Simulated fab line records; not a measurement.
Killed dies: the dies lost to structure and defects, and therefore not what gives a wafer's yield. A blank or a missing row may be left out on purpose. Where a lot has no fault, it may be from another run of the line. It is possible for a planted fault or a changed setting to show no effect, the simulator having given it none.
fab line records	flow gf180mcu
[record] lots = 5	wafers = 23
route steps=602 shown CONTACT@299 M1@318 V1@339 M2@366 V2@386
start_h: hours from the record's opening day to when the first of the lot's shown wafers began	wait_h: time in hours since the lot's previous step	" as in the row above	L1.1+2: several wafers, shown together as one row	- no value present, or no start provided	* or withheld: withheld	< > ~ a bound
route shown NAME@n: names a module that has steps shown in the file, with the first one's number in the route	usual: mean and standard deviation over wafers with no fault	same: alike in all rows	chamber/n: place in a boat	sites: the reading at each site	_std_site: how widely they spread, as a standard deviation	_edge_site: outer sites' mean less inner sites'	radius_mm: how far each site lies from the wafer's centre	mask NAME#n: copy n	behind: the most recent tool/chamber to have shaped the wafer	hold: reason for holding the lot/hours on hold/outcome of the hold	device: whichever transistor did not switch (one of n, p or np)	end of line: the same wafers' tests at the end of the route	a step given without rows: its recipe and nothing more	killed: count of dies lost to structure and defects at first sort (not the wafer's yield)	map: per-die view of a wafer (x killed, . not killed, _ where there is no die)
set.NAME: the setting that was run; set.NAME@STEP: the one run at that earlier step	model.NAME: the simulator's own value behind a step, which no gauge read
lots whose settings were changed on purpose; a table a step, a row a wafer
[[steps]]
[step GF_CONTACT_PEB_12]
[recipe] peb_temp_c = 135	peb_time_s = 90	resist = KrF
lot.wafer	tool	chamber	start_h	wait_h	set.peb_time_s
L076.1+3+4+5+6	litho_track-03	0	-	-	90
L077.1+4	litho_track-01	0	-	-	97.74
L077.3+5+6	"	0	"	"	90
L079.1+2	litho_track-03	0	-	-	90
L079.3+4+5	"	0	"	"	97.22
L080.1+4+5	litho_track-03	0	-	-	90
L080.2+6	"	0	"	"	86.58
L082.2+5+6	litho_track-03	0	-	-	90
[step GF_CONTACT_DEVELOP_13]
[recipe] develop_time_s = 60	resist = KrF	dev_temp_c = 21
[step GF_CONTACT_ETCH_16]
[recipe] chemistry = N2/H2	target_depth_a = withheld	overetch_a = withheld	time_s = withheld	target = BARC	ion_energy_ev = 200	source_w = 500	bias_w = 100	pressure_mtorr = 30	n2_flow_sccm = 100	h2_flow_sccm = 200
[step GF_CONTACT_ETCH_17]
[recipe] chemistry = C4F8/O2/Ar	mask_material = KrF	target = SiO2	stop_on = CoSi2	source_w = 1500	bias_w = 1200	pressure_mtorr = 40	c4f8_flow_sccm = withheld	O2_flow_sccm = 6	Ar_flow_sccm = 300	time_s = withheld	target_depth_a = 8600
lot.wafer	tool	chamber	start_h	wait_h	set.sih4_flow_sccm@CONTACT_CVD_00	model.CONTACT.feature_depth_nm
L076.1	rie_diel-04	3	-	-	62.67	871
L076.3	"	2	"	"	60	861.3
L076.4	"	3	"	"	62.67	873.2
L076.5	"	0	"	"	62.67	872.8
L076.6	"	2	"	"	60	859.4
L077.1	rie_diel-03	2	-	-	55.52	836.3
L077.3	"	0	"	"	60	859.5
L077.4	"	1	"	"	55.52	837.8
L077.5	"	0	"	"	60	859.7
L077.6	"	3	"	"	55.52	835.9
L079.1	rie_diel-02	3	-	-	67.53	897.6
L079.2	"	0	"	"	60	854.7
L079.3	"	1	"	"	60	859.3
L079.4	"	2	"	"	67.53	895.1
L079.5	"	2	"	"	60	858.2
L080.1	rie_diel-03	2	-	-	60	860.8
L080.2	"	3	"	"	62.8	878.2
L080.4	"	0	"	"	62.8	872.6
L080.5	"	2	"	"	62.8	871.1
L080.6	"	1	"	"	60	861.7
L082.2	rie_diel-04	1	-	-	60	858.3
L082.5	"	3	"	"	60	859.5
L082.6	"	0	"	"	60	856.3
[step GF_CONTACT_CVD_24]
[recipe] material = W	target_thk_nm = 300	time_s = 90.339	temp_c = 400	pressure_torr = 40
lot.wafer	tool	chamber	start_h	wait_h	set.temp_c	model.W_of_CONTACT_CVD_24.thk_nm
L076.1	cvd_w-01	1	380.15	0.0	393.2	265.3
L076.3	"	0	"	"	400	303.8
L076.4	"	1	"	"	400	298.6
L076.5	"	0	"	"	393.2	268.6
L076.6	"	1	"	"	400	303
L077.1	cvd_w-02	0	399.29	0.0	400	302.6
L077.3	"	0	"	"	400	307.1
L077.4	"	1	"	"	400	305.8
L077.5	"	1	"	"	400	301.7
L077.6	"	0	"	"	400	304.5
L079.1	cvd_w-02	1	418.84	0.0	400	300.3
L079.2	"	0	"	"	405.9	337.5
L079.3	"	0	"	"	400	304.5
L079.4	"	1	"	"	405.9	332.7
L079.5	"	1	"	"	400	300.7
L080.1	cvd_w-02	1	427.39	0.0	392.8	265.4
L080.2	"	0	"	"	392.8	262.5
L080.4	"	0	"	"	400	300.2
L080.5	"	0	"	"	392.8	267.6
L080.6	"	1	"	"	400	299.2
L082.2	cvd_w-02	1	450.05	0.0	400	298.1
L082.5	"	0	"	"	400	305.2
L082.6	"	1	"	"	400	301.6
[step GF_CONTACT_RS_MEAS_25]
[recipe] thk_meas_gauge = four-point-probe	reads = W_of_CONTACT_CVD_24+TiN_of_CONTACT_SPUTTER_23+Ti_of_CONTACT_SPUTTER_22
[usual] CONTACT_W_RS = 0.381/0.004
lot.wafer	tool	chamber	start_h	wait_h	set.temp_c@CONTACT_CVD_24	CONTACT_W_RS[ohm/sq]
L076.1	film_metro-04	-	380.25	0.1	393.2	0.434
L076.3	"	-	"	"	400	0.378
L076.4	"	-	"	"	400	0.385
L076.5	"	-	"	"	393.2	0.429
L076.6	"	-	"	"	400	0.379
L077.1	film_metro-01	-	399.39	0.1	400	0.379
L077.3	"	-	"	"	400	0.373
L077.4	"	-	"	"	400	0.375
L077.5	"	-	"	"	400	0.379
L077.6	"	-	"	"	400	0.376
L079.1	film_metro-03	-	418.94	0.1	400	0.381
L079.2	"	-	"	"	405.9	0.339
L079.3	"	-	"	"	400	0.376
L079.4	"	-	"	"	405.9	0.344
L079.5	"	-	"	"	400	0.381
L080.1	film_metro-01	-	427.49	0.1	392.8	0.432
L080.2	"	-	"	"	392.8	0.437
L080.4	"	-	"	"	400	0.382
L080.5	"	-	"	"	392.8	0.430
L080.6	"	-	"	"	400	0.383
L082.2	film_metro-03	-	450.17	0.1	400	0.384
L082.5	"	-	"	"	400	0.375
L082.6	"	-	"	"	400	0.379
[step GF_CONTACT_THK_MEAS_26]
[recipe] thk_meas_gauge = xrf	reads = W_of_CONTACT_CVD_24
[usual] CONTACT_W_THK = 293/3.9
lot.wafer	tool	chamber	start_h	wait_h	set.temp_c@CONTACT_CVD_24	CONTACT_W_THK[nm]
L076.1	film_metro-04	-	380.37	0.1	393.2	261
L076.3	"	-	"	"	400	298
L076.4	"	-	"	"	400	292
L076.5	"	-	"	"	393.2	263
L076.6	"	-	"	"	400	296
L077.1	film_metro-01	-	399.51	0.1	400	297
L077.3	"	-	"	"	400	300
L077.4	"	-	"	"	400	300
L077.5	"	-	"	"	400	294
L077.6	"	-	"	"	400	297
L079.1	film_metro-03	-	419.06	0.1	400	293
L079.2	"	-	"	"	405.9	328
L079.3	"	-	"	"	400	294
L079.4	"	-	"	"	405.9	323
L079.5	"	-	"	"	400	291
L080.1	film_metro-01	-	427.61	0.1	392.8	262
L080.2	"	-	"	"	392.8	257
L080.4	"	-	"	"	400	296
L080.5	"	-	"	"	392.8	264
L080.6	"	-	"	"	400	294
L082.2	film_metro-03	-	450.28	0.1	400	288
L082.5	"	-	"	"	400	294
L082.6	"	-	"	"	400	291
[step GF_CONTACT_CMP_27]
[recipe] stop_on = SiO2	down_force_psi = 3.5	platen_rpm = 60	t_overpolish_s = 15	target_thk_nm = 0	pad_velocity_m_s = 0.94248
[usual] time_to_endpoint_s = 73/3.4
lot.wafer	tool	chamber	start_h	wait_h	set.temp_c@CONTACT_CVD_24	time_to_endpoint_s
L076.3	cmp-02	3	380.48	0.1	400	76
L076.4	"	0	"	"	400	70
L076.1	"	2	"	"	393.2	63
L076.6	"	3	"	"	400	72
L076.5	"	0	"	"	393.2	64
L077.3	cmp-01	1	399.57	0.0	400	70
L077.1	"	2	"	"	400	64
L077.4	"	0	"	"	400	70
L077.6	"	1	"	"	400	67
L077.5	"	2	"	"	400	67
L079.1	cmp-02	2	419.12	0.1	400	71
L079.2	"	3	"	"	405.9	82
L079.4	"	0	"	"	405.9	80
L079.3	"	1	"	"	400	72
L079.5	"	3	"	"	400	76
L080.2	cmp-01	0	427.67	0.0	392.8	61
L080.1	"	1	"	"	392.8	61
L080.4	"	2	"	"	400	67
L080.5	"	0	"	"	392.8	58
L080.6	"	1	"	"	400	69
L082.2	cmp-01	0	450.43	0.1	400	73
L082.5	"	2	"	"	400	72
L082.6	"	3	"	"	400	79
[step GF_M1_SPUTTER_03]
[recipe] material = Ti	target_thk_nm = 10	substrate_temp_c = 300	chamber_pressure_pa = 0.3	power_w = 3000	time_s = 6.7
lot.wafer	tool	chamber	start_h	wait_h	set.power_w	model.Ti_of_M1_SPUTTER_03.thk_nm
L076.1	pvd_sputter-03	-	380.94	0.0	3000	9.967
L076.3	"	-	"	"	3000	9.896
L076.4	"	-	"	"	3000	9.976
L076.5	"	-	"	"	3000	10.17
L076.6	"	-	"	"	3000	9.996
L077.1	pvd_sputter-02	-	400.03	0.0	2668	8.849
L077.3	"	-	"	"	3000	10
L077.4	"	-	"	"	3000	9.802
L077.5	"	-	"	"	2668	8.815
L077.6	"	-	"	"	2668	8.75
L079.1	pvd_sputter-02	-	419.58	0.0	3000	9.93
L079.2	"	-	"	"	3000	9.938
L079.3	"	-	"	"	3000	9.99
L079.4	"	-	"	"	3338	11.07
L079.5	"	-	"	"	3338	11.02
L080.1	pvd_sputter-03	-	428.13	0.0	3000	10.02
L080.2	"	-	"	"	3000	9.964
L080.4	"	-	"	"	3000	10.1
L080.5	"	-	"	"	3000	9.959
L080.6	"	-	"	"	3000	10.09
L082.2	pvd_sputter-03	-	450.79	0.0	3000	10.19
L082.5	"	-	"	"	3000	10.1
L082.6	"	-	"	"	3000	10.15
[step GF_M1_PEB_12]
[recipe] peb_temp_c = 135	peb_time_s = 90	resist = KrF
lot.wafer	tool	chamber	start_h	wait_h	set.peb_temp_c
L076.1+3+4+5+6	litho_track-02	0	-	-	135
L077.1+3+6	litho_track-03	0	-	-	135
L077.4+5	"	0	"	"	131.7
L079.1+2+3+4+5	litho_track-02	0	-	-	135
L080.1+5	litho_track-02	0	-	-	135
L080.2+4+6	"	0	"	"	137.1
L082.2+5+6	litho_track-02	0	-	-	135
[step GF_M1_DEVELOP_13]
[recipe] develop_time_s = 60	dev_temp_c = 21
[step GF_M1_CD_MEAS_14]
[recipe] target_cd_nm = 230
[usual] cd_nm = 230.4/1.2
lot.wafer	tool	chamber	start_h	wait_h	set.peb_temp_c@M1_PEB_12	cd_nm
L076.1	cd_sem-01	-	404.97	0.1	135	231.5
L076.3	"	-	"	"	135	231.5
L076.4	"	-	"	"	135	231.3
L076.5	"	-	"	"	135	231.9
L076.6	"	-	"	"	135	231.0
L077.1	cd_sem-02	-	424.98	0.1	135	230.8
L077.3	"	-	"	"	135	230.5
L077.4	"	-	"	"	131.7	241.0
L077.5	"	-	"	"	131.7	240.9
L077.6	"	-	"	"	135	231.9
L079.1	cd_sem-02	-	444.47	0.1	135	232.8
L079.2	"	-	"	"	135	232.0
L079.3	"	-	"	"	135	232.4
L079.4	"	-	"	"	135	231.6
L079.5	"	-	"	"	135	231.7
L080.1	cd_sem-01	-	452.07	0.1	135	229.2
L080.2	"	-	"	"	137.1	224.3
L080.4	"	-	"	"	137.1	223.7
L080.5	"	-	"	"	135	228.3
L080.6	"	-	"	"	137.1	224.4
L082.2	cd_sem-01	-	475.49	0.1	135	230.9
L082.5	"	-	"	"	135	229.7
L082.6	"	-	"	"	135	229.9
[step GF_M1_METAL_ETCH_16]
[recipe] chemistry = Cl2/BCl3	mask_material = KrF	target_depth_nm = 627.5	stop_on = SiO2	pressure_mtorr = 8	icp_w = 800	bias_w = 140	Cl2_flow_sccm = 80	bcl3_flow_sccm = 40	time_s = 104.6
lot.wafer	tool	chamber	start_h	wait_h	set.peb_temp_c@M1_PEB_12	model.M1.cd_nm
L076.1	rie_metal-01	0	405.13	0.0	135	226.6
L076.3	"	0	"	"	135	227
L076.4	"	1	"	"	135	228.3
L076.5	"	1	"	"	135	227.8
L076.6	"	0	"	"	135	226.3
L077.1	rie_metal-04	1	425.13	0.0	135	234.3
L077.3	"	0	"	"	135	234.6
L077.4	"	1	"	"	131.7	240.3
L077.5	"	1	"	"	131.7	243.4
L077.6	"	0	"	"	135	235.2
L079.1	rie_metal-04	1	444.62	0.0	135	234.2
L079.2	"	0	"	"	135	232.3
L079.3	"	0	"	"	135	232.4
L079.4	"	1	"	"	135	232.8
L079.5	"	1	"	"	135	231.3
L080.1	rie_metal-02	0	452.22	0.0	135	233.1
L080.2	"	1	"	"	137.1	223.3
L080.4	"	1	"	"	137.1	221.6
L080.5	"	0	"	"	135	231.9
L080.6	"	1	"	"	137.1	221.9
L082.2	rie_metal-01	1	475.66	0.1	135	228.7
L082.5	"	1	"	"	135	227.3
L082.6	"	1	"	"	135	225.7
[step GF_M1_STRIP_17]
[recipe] chemistry = O2/N2	power_w = 1400	pressure_mtorr = 1500	platen_temp_c = 250	o2_flow_sccm = 3000	n2_flow_sccm = 300	overash_fraction = 0.5
[usual] strip_time_to_endpoint_s = 7.90/0.052
lot.wafer	tool	chamber	start_h	wait_h	set.power_w	strip_time_to_endpoint_s
L076.1	plasma_asher-03	0	405.24	0.1	1528	7.36
L076.3	"	0	"	"	1400	7.90
L076.4	"	1	"	"	1400	7.97
L076.5	"	0	"	"	1400	7.99
L076.6	"	1	"	"	1528	7.39
L077.1	plasma_asher-03	0	425.24	0.1	1244	8.67
L077.3	"	0	"	"	1400	7.97
L077.4	"	1	"	"	1400	7.85
L077.5	"	1	"	"	1400	7.88
L077.6	"	0	"	"	1244	8.69
L079.1	plasma_asher-02	1	444.74	0.1	1400	7.87
L079.2	"	0	"	"	1400	7.92
L079.3	"	0	"	"	1400	7.88
L079.4	"	1	"	"	1400	7.83
L079.5	"	0	"	"	1400	7.87
L080.1	plasma_asher-03	0	452.34	0.1	1293	8.28
L080.2	"	1	"	"	1400	7.88
L080.4	"	0	"	"	1293	8.37
L080.5	"	0	"	"	1400	7.78
L080.6	"	1	"	"	1400	7.86
L082.2	plasma_asher-01	0	475.85	0.1	1400	7.92
L082.5	"	0	"	"	1400	7.95
L082.6	"	1	"	"	1400	7.94
[step GF_V1_CMP_04]
[recipe] material = SiO2	down_force_psi = 4	platen_rpm = 60	pad_velocity_m_s = 0.94248
lot.wafer	tool	chamber	start_h	wait_h	set.leave_above_ref_nm	model.SiO2_of_V1_CVD_02.thk_nm
L076.4	cmp-02	2	406.04	0.0	632.5	630.7
L076.1	"	3	"	"	632.5	632.6
L076.3	"	0	"	"	632.5	631.8
L076.5	"	2	"	"	632.5	631.6
L076.6	"	3	"	"	632.5	633.1
L077.3	cmp-02	2	426.04	0.0	672	671.6
L077.4	"	0	"	"	672	670.7
L077.1	"	1	"	"	672	671.5
L077.5	"	2	"	"	632.5	631.5
L077.6	"	3	"	"	632.5	633.4
L079.2	cmp-02	1	445.53	0.0	670.3	671.5
L079.1	"	2	"	"	632.5	633.5
L079.3	"	3	"	"	670.3	671.8
L079.4	"	0	"	"	632.5	633.7
L079.5	"	1	"	"	670.3	672.1
L080.2	cmp-02	0	453.13	0.0	632.5	633.2
L080.1	"	1	"	"	632.5	633
L080.4	"	3	"	"	632.5	633.6
L080.5	"	0	"	"	632.5	632.6
L080.6	"	1	"	"	632.5	633.5
L082.2	cmp-01	1	476.82	0.1	632.5	632.2
L082.6	"	3	"	"	632.5	634.6
L082.5	"	0	"	"	632.5	632.9
[step GF_V1_SOFTBAKE_10]
[recipe] temp_c = 130	time_s = 60	resist = KrF
lot.wafer	tool	chamber	start_h	wait_h	set.temp_c
L076.1+3+4	litho_track-02	0	-	-	130
L076.5+6	"	0	"	"	127.8
L077.1+4+5	litho_track-03	0	-	-	132.2
L077.3+6	"	0	"	"	130
L079.1+4+5	litho_track-02	0	-	-	130
L079.2+3	"	0	"	"	132.6
L080.1+4+6	litho_track-03	0	-	-	130
L080.2+5	"	0	"	"	131.5
L082.2+5+6	litho_track-02	0	-	-	130
[step GF_V1_EXPOSE_11]
[recipe] mask_id = Via1	target_cd_nm = 260	na = 0.68	source_shape = conventional	sigma_outer = 0.6	dose_mj = 38
[step GF_V1_PEB_12]
[recipe] peb_temp_c = 135	peb_time_s = 90	resist = KrF
[step GF_V1_ETCH_16]
[recipe] chemistry = N2/H2	target_depth_a = withheld	overetch_a = withheld	time_s = withheld	target = BARC	ion_energy_ev = 200	source_w = 500	bias_w = 100	pressure_mtorr = 30	n2_flow_sccm = 100	h2_flow_sccm = 200
[step GF_V1_ETCH_17]
[recipe] chemistry = C4F8/O2/Ar	mask_material = KrF	target = SiO2	stop_on = TiN	source_w = 1500	bias_w = 1200	pressure_mtorr = 40	c4f8_flow_sccm = withheld	O2_flow_sccm = 6	Ar_flow_sccm = 300	time_s = withheld	target_depth_a = 6300
[usual] oes_product_au = 0.856/0.0049
lot.wafer	tool	chamber	start_h	wait_h	set.leave_above_ref_nm@V1_CMP_04	oes_product_au
L076.1	rie_diel-01	2	-	-	632.5	0.852
L076.3	"	1	"	"	632.5	0.858
L076.4	"	3	"	"	632.5	0.853
L076.5	"	3	"	"	632.5	0.852
L076.6	"	2	"	"	632.5	0.852
L077.1	rie_diel-03	0	-	-	672	0.884
L077.3	"	3	"	"	672	0.888
L077.4	"	1	"	"	672	0.886
L077.5	"	2	"	"	632.5	0.852
L077.6	"	1	"	"	632.5	0.851
L079.1	rie_diel-04	0	-	-	632.5	0.862
L079.2	"	3	"	"	670.3	0.884
L079.3	"	2	"	"	670.3	0.890
L079.4	"	1	"	"	632.5	0.859
L079.5	"	3	"	"	670.3	0.892
L080.1	rie_diel-03	2	-	-	632.5	0.855
L080.2	"	0	"	"	632.5	0.860
L080.4	"	0	"	"	632.5	0.850
L080.5	"	2	"	"	632.5	0.862
L080.6	"	3	"	"	632.5	0.860
L082.2	rie_diel-03	0	-	-	632.5	0.852
L082.5	"	2	"	"	632.5	0.861
L082.6	"	1	"	"	632.5	0.866
[step GF_M2_SPUTTER_04]
[recipe] material = TiN	target_thk_nm = 50	power_w = 6500	time_s = 41.7	chamber_pressure_pa = 0.4
lot.wafer	tool	chamber	start_h	wait_h	set.power_w	model.TiN_of_M2_SPUTTER_04.thk_nm
L076.1	pvd_sputter-03	-	433.00	0.0	6500	49.73
L076.3	"	-	"	"	6942	53.06
L076.4	"	-	"	"	6500	49.91
L076.5	"	-	"	"	6942	52.85
L076.6	"	-	"	"	6942	52.94
L077.1	pvd_sputter-02	-	452.32	0.0	6500	49.51
L077.3	"	-	"	"	7179	54.3
L077.4	"	-	"	"	6500	49.96
L077.5	"	-	"	"	7179	54.56
L077.6	"	-	"	"	7179	54.72
L079.1	pvd_sputter-03	-	471.97	0.0	5979	45.91
L079.2	"	-	"	"	6500	50.1
L079.3	"	-	"	"	5979	45.45
L079.4	"	-	"	"	5979	45.53
L079.5	"	-	"	"	6500	49.63
L080.1	pvd_sputter-03	-	478.78	0.0	6500	51.31
L080.2	"	-	"	"	7165	56
L080.4	"	-	"	"	7165	56.08
L080.5	"	-	"	"	7165	56.2
L080.6	"	-	"	"	6500	50.93
L082.2	pvd_sputter-03	-	502.56	0.0	6500	49.59
L082.5	"	-	"	"	6500	50.23
L082.6	"	-	"	"	6500	49.64
[step GF_M2_METAL_ETCH_16]
[recipe] chemistry = Cl2/BCl3	mask_material = KrF	target_depth_nm = 627.5	stop_on = SiO2	pressure_mtorr = 8	icp_w = 800	bias_w = 140	Cl2_flow_sccm = 80	bcl3_flow_sccm = 40	time_s = 104.6
lot.wafer	tool	chamber	start_h	wait_h	set.time_s
L076.1+3+5	rie_metal-03	1,0,1	457.89	0.0	104.6
L076.4+6	"	1,0	"	"	116.3
L077.1+3+4	rie_metal-04	0,1,0	476.62	0.0	104.6
L077.5+6	"	1,0	"	"	95.81
L079.1+3	rie_metal-01	1,0	495.77	0.0	104.6
L079.2+4+5	"	0,1,0	"	"	91.93
L080.1+2+4+5+6	rie_metal-04	0,1,1,0,1	502.21	0.0	104.6
L082.2+5+6	rie_metal-03	1,0,1	525.73	0.0	104.6
[step GF_M2_STRIP_17]
[recipe] chemistry = O2/N2	power_w = 1400	pressure_mtorr = 1500	platen_temp_c = 250	o2_flow_sccm = 3000	n2_flow_sccm = 300	overash_fraction = 0.5
[usual] strip_time_to_endpoint_s = 7.91/0.048
lot.wafer	tool	chamber	start_h	wait_h	set.time_s@M2_METAL_ETCH_16	strip_time_to_endpoint_s
L076.1	plasma_asher-04	1	458.00	0.1	104.6	7.91
L076.3	"	0	"	"	104.6	7.85
L076.4	"	1	"	"	116.3	7.63
L076.5	"	1	"	"	104.6	7.91
L076.6	"	0	"	"	116.3	7.59
L077.1	plasma_asher-03	0	476.74	0.1	104.6	7.99
L077.3	"	1	"	"	104.6	7.88
L077.4	"	0	"	"	104.6	7.98
L077.5	"	0	"	"	95.81	8.11
L077.6	"	1	"	"	95.81	8.16
L079.1	plasma_asher-04	0	495.89	0.1	104.6	7.88
L079.2	"	1	"	"	91.93	8.17
L079.3	"	1	"	"	104.6	7.86
L079.4	"	0	"	"	91.93	8.17
L079.5	"	1	"	"	91.93	8.11
L080.1	plasma_asher-03	1	502.33	0.1	104.6	7.95
L080.2	"	0	"	"	104.6	7.83
L080.4	"	0	"	"	104.6	7.80
L080.5	"	1	"	"	104.6	7.93
L080.6	"	0	"	"	104.6	7.83
L082.2	plasma_asher-03	0	525.84	0.1	104.6	7.89
L082.5	"	0	"	"	104.6	7.90
L082.6	"	1	"	"	104.6	7.93
[step GF_V2_CMP_04]
[recipe] material = SiO2	down_force_psi = 4	platen_rpm = 60	pad_velocity_m_s = 0.94248
[usual] time_to_endpoint_s = 79/6.7
lot.wafer	tool	chamber	start_h	wait_h	set.leave_above_ref_nm	time_to_endpoint_s	model.SiO2_of_V2_CVD_02.thk_nm
L076.4	cmp-01	0	458.80	0.0	674.5	64	672.9
L076.1	"	2	"	"	632.5	85	632.1
L076.3	"	3	"	"	674.5	69	674.9
L076.5	"	0	"	"	674.5	65	674.1
L076.6	"	1	"	"	632.5	83	631.7
L077.4	cmp-02	0	477.55	0.0	632.5	89	632.2
L077.1	"	2	"	"	632.5	86	631.6
L077.3	"	3	"	"	585.4	105	586.5
L077.5	"	0	"	"	585.4	108	586.2
L077.6	"	1	"	"	632.5	84	633.3
L079.2	cmp-01	1	496.84	0.0	632.5	75	632.1
L079.3	"	2	"	"	669	59	668.4
L079.1	"	3	"	"	669	67	670
L079.4	"	0	"	"	632.5	76	631.1
L079.5	"	2	"	"	669	64	668.7
L080.1	cmp-02	2	503.45	0.3	632.5	84	633.9
L080.4	"	3	"	"	632.5	98	634.5
L080.2	"	0	"	"	632.5	92	634
L080.5	"	2	"	"	632.5	91	633
L080.6	"	3	"	"	632.5	96	634.3
L082.2	cmp-02	3	526.75	0.1	632.5	76	633.9
L082.6	"	1	"	"	632.5	90	632.5
L082.5	"	2	"	"	632.5	83	632.4
[[key]]
[split] step = GF_CONTACT_PEB_12	setting = peb_time_s	stated = 90	by = wafer
response none clear
[split] step = GF_CONTACT_CVD_24	setting = temp_c	stated = 400	by = wafer
[response] step = GF_CONTACT_CVD_24	reading = model.W_of_CONTACT_CVD_24.thk_nm	change = +20.5	per = 1%	r = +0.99
[response] step = GF_CONTACT_RS_MEAS_25	reading = CONTACT_W_RS	change = -0.0281	per = 1%	r = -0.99
[response] step = GF_CONTACT_THK_MEAS_26	reading = CONTACT_W_THK	change = +20.1	per = 1%	r = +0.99
[response] step = GF_CONTACT_CMP_27	reading = time_to_endpoint_s	change = *	per = 1%	r = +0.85
[split] step = GF_M1_SPUTTER_03	setting = power_w	stated = 3000	by = wafer
[response] step = GF_M1_SPUTTER_03	reading = model.Ti_of_M1_SPUTTER_03.thk_nm	change = +0.0981	per = 1%	r = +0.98
[split] step = GF_M1_PEB_12	setting = peb_temp_c	stated = 135	by = wafer
[response] step = GF_M1_CD_MEAS_14	reading = cd_nm	change = -3.73	per = 1%	r = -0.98
[response] step = GF_M1_METAL_ETCH_16	reading = model.M1.cd_nm	change = -3.98	per = 1%	r = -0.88
[split] step = GF_M1_STRIP_17	setting = power_w	stated = 1400	by = wafer
[response] step = GF_M1_STRIP_17	reading = strip_time_to_endpoint_s	change = *	per = 1%	r = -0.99
[split] step = GF_V1_CMP_04	setting = leave_above_ref_nm	stated = 632.5	by = wafer
[response] step = GF_V1_CMP_04	reading = model.SiO2_of_V1_CVD_02.thk_nm	change = +6.3	per = 1%	r = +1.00
[response] step = GF_V1_ETCH_17	reading = oes_product_au	change = +0.00509	per = 1%	r = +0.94
[split] step = GF_V1_SOFTBAKE_10	setting = temp_c	stated = 130	by = wafer
response none clear
[split] step = GF_M2_SPUTTER_04	setting = power_w	stated = 6500	by = wafer
[response] step = GF_M2_SPUTTER_04	reading = model.TiN_of_M2_SPUTTER_04.thk_nm	change = +0.481	per = 1%	r = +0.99
[split] step = GF_M2_METAL_ETCH_16	setting = time_s	stated = 104.6	by = wafer
[response] step = GF_M2_STRIP_17	reading = strip_time_to_endpoint_s	change = *	per = 1%	r = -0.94
[split] step = GF_V2_CMP_04	setting = leave_above_ref_nm	stated = 632.5	by = wafer
[response] step = GF_V2_CMP_04	reading = time_to_endpoint_s	change = *	per = 1%	r = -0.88
[response] step = GF_V2_CMP_04	reading = model.SiO2_of_V2_CVD_02.thk_nm	change = +6.31	per = 1%	r = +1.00
split outside_this_file step=GF_CONTACT_CVD_00 setting=sih4_flow_sccm
// split outside_this_file: this setting was split too, and the file shows its column; the key of that split is in another file
